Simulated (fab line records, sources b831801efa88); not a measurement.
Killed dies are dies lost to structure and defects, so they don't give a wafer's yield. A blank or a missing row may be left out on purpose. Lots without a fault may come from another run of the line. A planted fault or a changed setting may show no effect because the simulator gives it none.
fab line records | flow sky130
record lots=6 wafers=18 last_day=49
route steps=708 shown POLY_GATE@234 LDD_N@237
lots that met no fault: from a run of the same line without faults
start_h: hours from the record's first day to the start of the lot's first wafer shown | wait_h: hours since the lot's step before | " the same as in the row above | L1.1+2: a row that stands for several wafers | - no value, or no start given | * or withheld: withheld | < > ~ a bound
route shown NAME@n: a module of which the file shows steps, and the number in the route of the first | usual: mean/standard deviation of fault-free wafers | same: alike in all rows | chamber/n: place in a boat | sites: the reading at each site | _std_site: their standard deviation | _edge_site: outer sites' mean less inner sites' | radius_mm: how far each site lies from the wafer's centre | mask NAME#n: copy n | behind: the tool/chamber that last shaped the wafer | hold: why the lot was held/for how many hours/how that ended | device: the transistor (n, p or np) that didn't switch | end of line: the same wafers' tests at the end of the route | a step without rows: its recipe alone | killed: dies lost to structure and defects at the first sort, not the wafer's yield | map: a wafer's dies, x killed, . not, _ none there
set.NAME: the setting as run; set.NAME@STEP: as run at that earlier step | model.NAME: the simulator's own value behind a step, which no gauge read
lots at some steps of the route; a table a step, a row a wafer
services: from which hour (start_h, from the record's first day; less than 0 if before it) a tool's chamber was out of use, for how many hours, and why
## steps
# step SKY_POLY_GATE_OXIDATION_20
# recipe temp_c=850 ambient=O2 stabilise_s=600 purge_s=300 target_thk_a=40 ox_time_s=899
# step SKY_POLY_GATE_THK_MEAS_21
# recipe reads=SiO2_of_POLY_GATE_OXIDATION_20
# usual POLY_GATE_OXIDATION_THK=4.00/0.097
# columns lot.wafer tool chamber start_h wait_h POLY_GATE_OXIDATION_THK[nm]
L412.1 film_metro-03 - 418.50 0.0 3.76
L412.2 " - " " 3.92
L412.5 " - " " 3.86
L411.1 film_metro-02 - 421.14 0.0 4.12
L411.2 " - " " 4.10
L411.5 " - " " 4.14
L415.1 film_metro-04 - 459.66 0.0 3.99
L415.3 " - " " 3.95
L415.6 " - " " 4.02
L419.1 film_metro-04 - 491.31 0.0 4.11
L419.3 " - " " 4.03
L419.6 " - " " 4.03
L422.1 film_metro-04 - 508.38 0.0 3.96
L422.3 " - " " 3.97
L422.6 " - " " 3.95
L423.1 film_metro-02 - 517.21 0.0 4.09
L423.3 " - " " 4.12
L423.4 " - " " 4.14
# step SKY_POLY_GATE_CD_MEAS_22
# usual cd_nm=150.5/1.8
# columns lot.wafer tool chamber start_h wait_h cd_nm
L412.1 cd_sem-01 - 418.56 0.1 151.5
L412.2 " - " " 152.2
L412.5 " - " " 151.4
L411.1 cd_sem-02 - 421.20 0.1 150.7
L411.2 " - " " 150.5
L411.5 " - " " 149.8
L415.1 cd_sem-02 - 459.72 0.1 151.2
L415.3 " - " " 151.5
L415.6 " - " " 151.1
L419.1 cd_sem-02 - 491.37 0.1 150.9
L419.3 " - " " 149.8
L419.6 " - " " 147.6
L422.1 cd_sem-02 - 508.44 0.1 153.3
L422.3 " - " " 152.2
L422.6 " - " " 153.1
L423.1 cd_sem-02 - 517.27 0.1 151.3
L423.3 " - " " 149.0
L423.4 " - " " 150.1
# step SKY_LDD_N_DEHYDRATE_00
# recipe temp_c=200 time_s=60
# step SKY_LDD_N_HMDS_01
# recipe prime_time_s=60 prime_temp_c=120
# step SKY_LDD_N_COAT_02
# recipe resist=NOVOLAK spin_rpm=3000 resist_thk_nm=300
# step SKY_LDD_N_SOFTBAKE_03
# recipe temp_c=90 time_s=60 resist=NOVOLAK
# step SKY_LDD_N_EXPOSE_04
# recipe mask_id=NTM target_cd_nm=840 na=0.6 source_shape=conventional sigma_outer=0.6 dose_mj=110
# step SKY_LDD_N_PEB_05
# recipe temp_c=withheld time_s=* resist=NOVOLAK
# step SKY_LDD_N_DEVELOP_06
# recipe develop_time_s=60 dev_temp_c=23
# step SKY_LDD_N_OVL_MEAS_07
# usual LDD_N_OVL=-1.1/1.4
# columns lot.wafer tool chamber start_h wait_h LDD_N_OVL[nm]
L412.1 overlay-01 - 448.97 0.1 -0.7
L412.2 " - " " 0.2
L412.5 " - " " -1.3
L411.1 overlay-01 - 452.18 0.1 2.2
L411.2 " - " " -0.4
L411.5 " - " " 2.0
L415.1 overlay-02 - 490.72 0.1 1.1
L415.3 " - " " 3.1
L415.6 " - " " 0.7
L419.1 overlay-01 - 520.98 0.1 -1.1
L419.3 " - " " 0.3
L419.6 " - " " 0.4
L422.1 overlay-02 - 538.88 0.1 -2.1
L422.3 " - " " -2.0
L422.6 " - " " -3.6
L423.1 overlay-01 - 546.98 0.1 -0.3
L423.3 " - " " -0.9
L423.4 " - " " -0.5
# step SKY_LDD_N_IMPLANT_08
# recipe species=As energy_kev=20 dose_cm2=7.5e+13 tilt_deg=withheld rotation_deg=23
# step SKY_LDD_N_IMPLANT_09
# recipe species=As energy_kev=20 dose_cm2=7.5e+13 tilt_deg=withheld rotation_deg=113
# usual beam_energy_keV=19.999/0.0066 beam_on_s=10.00/0.21
# columns lot.wafer tool chamber start_h wait_h beam_energy_keV beam_on_s
L412.1 implanter-04 - 449.16 0.1 - -
L412.2 " - " " - -
L412.5 " - " " - -
L411.1 implanter-04 - 452.36 0.1 - -
L411.2 " - " " - -
L411.5 " - " " - -
L415.1 implanter-02 0 490.91 0.1 20.007 9.91
L415.3 " 0 " " 19.986 9.97
L415.6 " 0 " " 19.995 9.92
L419.1 implanter-01 0 521.16 0.1 19.991 9.90
L419.3 " 0 " " 20.009 10.11
L419.6 " 0 " " 19.991 9.70
L422.1 implanter-02 0 539.06 0.1 20.002 9.77
L422.3 " 0 " " 20.014 10.11
L422.6 " 0 " " 20.008 10.05
L423.1 implanter-04 0 547.31 0.2 19.996 9.61
L423.3 " 0 " " 20.005 9.66
L423.4 " 0 " " 19.998 9.78
# step SKY_LDD_N_IMPLANT_10
# recipe species=As energy_kev=20 dose_cm2=7.5e+13 tilt_deg=withheld rotation_deg=203
# step SKY_LDD_N_IMPLANT_11
# recipe species=As energy_kev=20 dose_cm2=7.5e+13 tilt_deg=withheld rotation_deg=293
# step SKY_LDD_N_IMPLANT_12
# recipe species=BF2 energy_kev=50 dose_cm2=5e+12 tilt_deg=30 rotation_deg=0
# step SKY_LDD_N_IMPLANT_13
# recipe species=BF2 energy_kev=50 dose_cm2=5e+12 tilt_deg=30 rotation_deg=90
# step SKY_LDD_N_IMPLANT_14
# recipe species=BF2 energy_kev=50 dose_cm2=5e+12 tilt_deg=30 rotation_deg=180
# step SKY_LDD_N_IMPLANT_15
# recipe species=BF2 energy_kev=50 dose_cm2=5e+12 tilt_deg=30 rotation_deg=270
# step SKY_LDD_N_STRIP_16
# recipe chemistry=O2/N2 power_w=1400 pressure_mtorr=1500 platen_temp_c=withheld o2_flow_sccm=3000 n2_flow_sccm=300 overash_fraction=0.5
# usual drypump_motor_current_A=5.7/0.34 oes_product_au=0.407/0.0047 strip_time_to_endpoint_s=4.323/0.012
# columns lot.wafer tool chamber start_h wait_h drypump_motor_current_A oes_product_au rf_hours_counter_h strip_time_to_endpoint_s
L412.1 plasma_asher-02 1 450.21 0.1 5.8 0.405 34 4.156
L412.2 " 0 " " 5.7 0.401 34 4.162
L412.5 " 1 " " 5.8 0.416 - 4.156
L411.1 plasma_asher-04 1 453.41 0.1 6.0 0.410 2 4.117
L411.2 " 0 " " 5.8 0.415 2 4.156
L411.5 " 1 " " 6.0 0.410 - 4.136
L415.1 plasma_asher-04 1 491.96 0.1 6.0 0.404 6 4.339
L415.3 " 1 " " 6.0 0.406 - 4.323
L415.6 " 1 " " 6.0 0.408 - 4.325
L422.1 plasma_asher-02 1 540.11 0.1 5.8 0.412 44 4.326
L422.3 " 0 " " 5.7 0.404 - 4.326
L422.6 " 0 " " 5.7 0.410 - 4.328
L419.1 plasma_asher-04 1 540.30 0.1 6.0 0.407 12 4.321
L419.3 " 0 " " 5.7 0.412 - 4.322
L419.6 " 0 " " 5.7 0.406 - 4.336
L423.1 plasma_asher-04 1 549.41 0.2 6.0 0.414 13 4.335
L423.3 " 1 " " 6.0 0.403 - 4.317
L423.4 " 0 " " 5.8 0.405 - 4.333
# step SKY_LDD_N_TW_MEAS_17
# usual LDD_N_TW=2605/29
# columns lot.wafer tool chamber start_h wait_h LDD_N_TW
L412.1 film_metro-02 - 450.31 0.1 2482
L412.2 " - " " 2482
L412.5 " - " " 2475
L411.1 film_metro-01 - 453.51 0.1 2505
L411.2 " - " " 2515
L411.5 " - " " 2507
L415.1 film_metro-01 - 492.06 0.1 2645
L415.3 " - " " 2637
L415.6 " - " " 2646
L422.1 film_metro-01 - 540.21 0.1 2628
L422.3 " - " " 2642
L422.6 " - " " 2641
L419.1 film_metro-02 - 540.40 0.1 2632
L419.3 " - " " 2609
L419.6 " - " " 2617
L423.1 film_metro-02 - 549.51 0.1 2623
L423.3 " - " " 2612
L423.4 " - " " 2624
## services
# columns tool chamber start_h hours kind
plasma_asher-04 0 430.25 - clean
plasma_asher-04 1 430.25 - clean
implanter-02 - 436.01 2.5 pm
implanter-01 - 460.98 3.9 repair
implanter-04 - 468.29 1.6 repair
implanter-01 - 490.55 1.2 repair
## key
first_sign step=SKY_LDD_N_IMPLANT_09 reading=tool_record direction=missing
effect step=SKY_LDD_N_STRIP_16 reading=strip_time_to_endpoint_s direction=down sigmas=14 usual=* struck=*
effect step=SKY_LDD_N_TW_MEAS_17 reading=LDD_N_TW direction=down sigmas=3.8 usual=2605 struck=2495
met_at SKY_LDD_N_IMPLANT_09
struck_wafers L411.1,L411.2,L411.5,L412.1,L412.2,L412.5
later_rows_left_out L411.1,L411.2,L411.5,L412.1,L412.2,L412.5
sort_left_out L411.1,L411.2,L411.5,L412.1,L412.2,L412.5
tester_left_out L411,L412
fault kind=skipped_step_whole tool=implanter-04 chamber=- onset_h=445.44 steps=SKY_LDD_N_IMPLANT_09 scope=struck_lots_only
# tester_left_out: of these lots the tester's yield and bins aren't shown, on N5 and GAA mostly nor the transistor test; their killed dies are dies lost to structure and defects alone, not to doping, threshold or leakage, so they don't give the yield
# sort_left_out: the simulated sort isn't trusted on such a fault, so these wafers' sort isn't shown, and their yield isn't known
# later_rows_left_out: the simulator's readings of these wafers behind a module that went badly wrong aren't trusted and aren't shown, but for the sort
